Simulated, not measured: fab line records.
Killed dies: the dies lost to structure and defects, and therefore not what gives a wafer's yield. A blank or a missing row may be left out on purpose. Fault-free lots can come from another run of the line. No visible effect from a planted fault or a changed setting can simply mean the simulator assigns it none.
Which tool was responsible? | flow gf180mcu | 14 lots with 42 wafers sampled at 5 steps, on a route of 602 steps

WHAT THE GAUGES SHOWED, per wafer
GF_NWELL_TW_MEAS_11.
lot  | measured    | on            | NWELL_TW
L504 | day 3 15:38 | film metro-04 | 1569 1572 1570
L505 | day 3 22:16 | film metro-01 | 1556 1547 1546
L506 | day 4 01:41 | film metro-03 | 1576 1579 1580
L508 | day 4 13:32 | film metro-01 | 1552 1544 1546
L509 | day 4 17:58 | film metro-01 | 1546 1538 1547
L510 | day 4 22:59 | film metro-01 | 1549 1550 1546
L511 | day 5 03:44 | film metro-03 | 1594 1586 1592
L513 | day 5 14:50 | film metro-01 | 1546 1552 1553
L519 | day 6 22:32 | film metro-01 | 1556 1553 1541
L520 | day 7 03:29 | film metro-03 | 1575 1581 1585
L521 | day 7 09:36 | film metro-03 | 1577 1563 1578
L524 | day 8 01:56 | film metro-03 | 1573 1571 1586
L525 | day 8 08:45 | film metro-01 | 1548 1546 1546
L526 | day 8 13:18 | film metro-04 | 1583 1583 1598

GF_VT_IMPLANT_OVL_MEAS_07.
lot  | measured     | on         | VT_IMPLANT_OVL (nm)
L504 | day 5 22:53  | overlay-02 | -4.5 -2.5 -0.8
L505 | day 6 05:22  | overlay-02 | -2.4 -4.1 -3.5
L506 | day 6 09:45  | overlay-01 | -1.6 -0.2 0.0
L508 | day 7 02:04  | overlay-01 | 0.0 -0.8 1.0
L509 | day 7 03:19  | overlay-02 | -0.8 -1.1 -3.5
L510 | day 7 11:06  | overlay-02 | -2.9 -1.9 -1.8
L511 | day 7 16:57  | overlay-01 | -1.0 -1.3 -2.7
L513 | day 8 03:53  | overlay-02 | 1.2 -0.2 0.6
L519 | day 9 17:34  | overlay-01 | -2.2 -1.5 -1.1
L520 | day 9 22:06  | overlay-01 | 0.3 1.5 3.1
L521 | day 10 03:54 | overlay-01 | 0.0 -0.7 -0.4
L524 | day 10 22:31 | overlay-01 | 0.5 -0.1 -0.2
L525 | day 11 08:22 | overlay-02 | -0.2 -0.5 -1.9
L526 | day 11 11:18 | overlay-02 | -1.1 -1.8 -1.1

GF_VT_IMPLANT_TW_MEAS_21.
lot  | measured     | on            | VT_IMPLANT_2_TW
L504 | day 6 13:50  | film metro-04 | 1225 1216 1219
L505 | day 6 20:48  | film metro-02 | 1228 1226 1227
L506 | day 7 01:38  | film metro-04 | 1222 1214 1220
L508 | day 7 18:23  | film metro-04 | 1215 1214 1214
L509 | day 7 19:21  | film metro-04 | 1215 1223 1213
L510 | day 8 03:17  | film metro-02 | 1094 1094 1090
L511 | day 8 08:35  | film metro-02 | 1224 1215 1223
L513 | day 8 20:59  | film metro-04 | 1088 1087 1095
L519 | day 10 11:02 | film metro-04 | 1207 1207 1206
L520 | day 10 16:32 | film metro-01 | 1202 1206 1203
L521 | day 10 22:27 | film metro-02 | 1234 1233 1220
L524 | day 11 17:34 | film metro-04 | 1211 1225 1210
L525 | day 12 03:32 | film metro-04 | 1220 1214 1220
L526 | day 12 07:05 | film metro-02 | 1229 1227 1225

GF_VT_IMPLANT_OVL_MEAS_40.
lot  | measured     | on         | VT_IMPLANT_03_OVL (nm)
L504 | day 7 20:45  | overlay-01 | -2.4 -3.0 -2.0
L505 | day 8 04:16  | overlay-01 | -2.2 -1.7 -1.4
L506 | day 8 09:19  | overlay-01 | -0.4 -2.5 -1.4
L508 | day 9 02:40  | overlay-02 | 0.2 -0.5 -1.0
L509 | day 9 04:15  | overlay-02 | -1.3 -2.8 -0.6
L510 | day 9 12:25  | overlay-02 | -0.3 0.6 -0.3
L511 | day 9 18:28  | overlay-02 | -0.8 -0.9 -1.2
L513 | day 10 06:48 | overlay-02 | 1.4 -2.7 -1.5
L519 | day 11 23:29 | overlay-01 | -0.6 -2.1 -0.4
L520 | day 12 05:55 | overlay-01 | -2.5 -0.4 -0.9
L521 | day 12 12:15 | overlay-02 | -1.3 -2.1 -1.6
L524 | day 13 08:29 | overlay-01 | -1.0 -0.1 -1.1
L525 | day 13 18:39 | overlay-02 | -2.0 -1.7 -3.0
L526 | day 13 22:59 | overlay-01 | -1.3 0.0 -1.1

WHAT TOOL EACH LOT RAN ON (gives the tool, then ch and the chambers of the sampled wafers, and finally the start)
lot  | GF_VT_IMPLANT_IMPLANT_19
L504 | implanter-04 ch 0, day 6 13:35
L505 | implanter-02 ch 0, day 6 20:35
L506 | implanter-02 ch 0, day 7 01:23
L508 | implanter-01 ch 0, day 7 18:08
L509 | implanter-01 ch 0, day 7 19:08
L510 | implanter-02 ch 0, day 8 03:02
L511 | implanter-01 ch 0, day 8 08:20
L513 | implanter-02 ch 0, day 8 20:44
L519 | implanter-01 ch 0, day 10 10:47
L520 | implanter-01 ch 0, day 10 16:17
L521 | implanter-04 ch 0, day 10 22:14
L524 | implanter-02 ch 0, day 11 17:19
L525 | implanter-02 ch 0, day 12 03:19
L526 | implanter-01 ch 0, day 12 06:52
- GF_VT_IMPLANT_IMPLANT_19

WHAT THE TOOLS THEMSELVES READ (means of the sampled wafers that have a number; where no wafer has one, the mark that the record gives instead)
GF_VT_IMPLANT_IMPLANT_19.
lot  | tool         | tilt deg (degrees)
L504 | implanter-04 | 6.998
L505 | implanter-02 | 7.017
L506 | implanter-02 | 7.004
L508 | implanter-01 | 7.012
L509 | implanter-01 | 6.989
L510 | implanter-02 | 0.004
L511 | implanter-01 | 6.975
L513 | implanter-02 | -0.024
L519 | implanter-01 | 7.003
L520 | implanter-01 | 7.019
L521 | implanter-04 | 6.995
L524 | implanter-02 | 6.969
L525 | implanter-02 | 6.989
L526 | implanter-01 | 7.006

THE ANSWER, worked out from the rows above alone
Rule: what is usual is taken from the lots themselves. The widest of any qualifying gaps counts: lots, ordered by their means at a reading, are off when they make up no more than a third of the lots, leave a main group of 4 or more, and stand apart from it by 3 or more times the standard deviation of that group's means. The tables above print the reading to a certain number of digits; a main group whose means all agree to those digits is not used. A lot without any number at a reading at which 4 lots or more have one is off too. Where the step has rows for the other lots, those lots are counted as sound. First the gauges in route order, then the tools' own readings, where a lot's mean is used as printed above. The first step at which some lot is off is used, and at that step the reading that is off furthest; a lot without a number counts as furthest.
Off: L510, L513, at GF_VT_IMPLANT_TW_MEAS_21 (VT_IMPLANT_2_TW). The main group has a mean of 1218 with a standard deviation of 7.4.
A tool fits if, at a process step before that reading, it ran every lot that is off, and no sound lot after the first of them. The gauges at GF_VT_IMPLANT_TW_MEAS_21 aren't tried: what is off there is off at GF_VT_IMPLANT_IMPLANT_19 too, on other tools, and a gauge's error can't cause that. No candidate that was tried fits.

WHAT WAS PUT IN BY THE SIMULATOR
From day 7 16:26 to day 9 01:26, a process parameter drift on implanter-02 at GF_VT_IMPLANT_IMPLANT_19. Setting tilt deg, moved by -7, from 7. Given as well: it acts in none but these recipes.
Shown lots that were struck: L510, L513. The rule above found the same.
